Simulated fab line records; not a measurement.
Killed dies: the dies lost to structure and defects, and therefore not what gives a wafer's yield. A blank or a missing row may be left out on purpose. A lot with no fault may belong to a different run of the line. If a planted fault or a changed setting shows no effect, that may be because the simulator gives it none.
Chamber matching + flow gf180mcu + 3 sister chambers for GF_V2_CVD_02 on pecvd-04
The step deposits SiO2 from TEOS, target thk 850 nm, time 94.851 s. 6 wafers are shown with their chamber, then 12 later ones without.

== WAFERS WITH THEIR CHAMBER ==
| wafer  | chamber | heater power w (W) |
|--------|---------|--------------------|
| L088.4 | 0       | 656                |
| L088.5 | 2       | 482                |
| L088.6 | 1       | 471                |
| L089.1 | 1       | 606                |
| L089.4 | 2       | 488                |
| L089.6 | 0       | 549                |

== WAFERS MISSING THEIR CHAMBER ==
| wafer  | heater power w (W) |
|--------|--------------------|
| L091.1 | 594                |
| L091.4 | 619                |
| L091.6 | 588                |
| L092.1 | 617                |
| L092.2 | 537                |
| L092.6 | 475                |
| L094.1 | 562                |
| L094.3 | 642                |
| L094.6 | 649                |
| L096.4 | 625                |
| L096.5 | 601                |
| L096.6 | 605                |

== EACH ONE'S CHAMBER ==
| wafer  | from the rows above          | in truth |
|--------|------------------------------|----------|
| L091.1 | can't be placed: 0 or 1 or 2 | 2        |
| L091.4 | can't be placed: 0 or 1 or 2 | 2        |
| L091.6 | can't be placed: 0 or 1 or 2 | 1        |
| L092.1 | can't be placed: 0 or 1 or 2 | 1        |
| L092.2 | can't be placed: 1 or 2 or 0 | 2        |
| L092.6 | can't be placed: 2 or 1 or 0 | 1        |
| L094.1 | can't be placed: 1 or 0 or 2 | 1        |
| L094.3 | can't be placed: 0 or 1 or 2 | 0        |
| L094.6 | can't be placed: 0 or 1 or 2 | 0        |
| L096.4 | can't be placed: 0 or 1 or 2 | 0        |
| L096.5 | can't be placed: 0 or 1 or 2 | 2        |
| L096.6 | can't be placed: 0 or 1 or 2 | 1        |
0 of 12 placed correctly. From these rows, 12 cannot be placed; in 12 the true chamber is one of the candidates. 0 placed wrongly.
How it was worked out, from the rows above alone: a wafer's distance from a chamber is the root of the sum, over the readings, of the square of ((its reading less the chamber's mean) divided by the reading's scatter). If the next closest chamber is less than 2 further off than the closest, the wafer can't be placed; otherwise it belongs to the closest. A chamber's mean is the mean of its shown wafers. The scatter: take each reading less its chamber's mean, square it, sum over the shown wafers, divide by the number of wafers less the number of chambers, and take the root.
